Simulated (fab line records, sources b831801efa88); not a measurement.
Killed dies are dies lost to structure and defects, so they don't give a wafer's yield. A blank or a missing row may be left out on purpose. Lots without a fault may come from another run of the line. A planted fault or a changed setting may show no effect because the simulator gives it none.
Problem report in the 8D (eight disciplines) form, filled by code | flow gf180mcu | the parts of the form that need people (team, actions taken, sign-off) are left out

1. THE PROBLEM
HV_LDD_TW at GF_HV_LDD_TW_MEAS_11 reads a mean of 30 on 6 wafers of 2 lots; wafers without a fault read 2421 with a standard deviation of 22. That is -99 or more standard deviations from the usual mean.
First seen on wafer L268.2, day 12 10:54, on film_metro-04. The record holds 42 wafers of 14 lots with a number at this step. Rule for "out", or "out of limits": more than 4 standard deviations from the usual mean. The other wafers with a number count as sound.

2. WHAT IT IS AND WHAT IT IS NOT
question                    | is                           | is not
which readings at this step | HV_LDD_TW                    | -
which lots                  | L268, L270                   | L261, L262, L264, L265, L276, L277, L278, L279, L280, L281, L282, L284
which wafers of those lots  | all that have a number       | -
read on which gauges        | film_metro-01, film_metro-04 | film_metro-03
when                        | from day 12 10:54            | up to then (12 sound wafers); but 24 sound wafers of L276, L277, L278, L279, L280, L281, L282, L284 came after

3. SUSPECTS, AND WHAT RULES EACH OUT
Counting: a tool at a process step up to the reading stays a suspect if it ran every lot that is out and no sound lot after the first of them.
- the gauge at GF_HV_LDD_TW_MEAS_11: ruled out. The wafers that are out were read on 2 gauges (film_metro-01, film_metro-04).
- implanter-03 at GF_HV_LDD_IMPLANT_09: ruled out as a lasting fault. Sound lots L277, L279, L280, L284 ran on it after its first lot that is out, L268 (day 12 10:40).
Left after counting: nothing in the record.

4. THE CAUSE (what the simulator had put in)
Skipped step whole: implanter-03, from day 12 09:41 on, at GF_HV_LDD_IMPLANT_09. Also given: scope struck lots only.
Counting ruled it out, wrongly: the rule takes a fault to strike every lot that its tool runs from its start on, and this one did not.

5. THE CHAIN OF EFFECTS, in route order
Each row: a reading whose mean over the struck wafers that have a number lies more than 3 standard deviations from the usual. Only readings for which the record gives a usual standard deviation are gone through. hours: the time from each lot's start at the first step in this table that gives one to its start at this step, as a median over the lots. sigmas: the change in usual standard deviations.
hours | step                 | reading   | usual        | on struck wafers | change | sigmas
0     | GF_HV_LDD_TW_MEAS_11 | HV_LDD_TW | 2421         | 30               | -2391  | -99 or more
63    | GF_HV_LDD_RS_MEAS_53 | HV_LDD_RS | 418.8 ohm/sq | 883.7            | +464.9 | +99 or more
Readings that are blank on the struck wafers while sound wafers have them: beam_energy_keV at GF_HV_LDD_IMPLANT_09; beam_on_s at GF_HV_LDD_IMPLANT_09.

6. WHAT WOULD HAVE CAUGHT IT SOONER
In this record the first reading out of limits at a measuring or inspecting step was taken at day 12 10:54, 1 hour after the fault began at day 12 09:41.
At GF_HV_LDD_IMPLANT_09 the tool's readings are blank on the struck wafers, where sound wafers have them: an empty tool record is the first sign, and it was there at once.
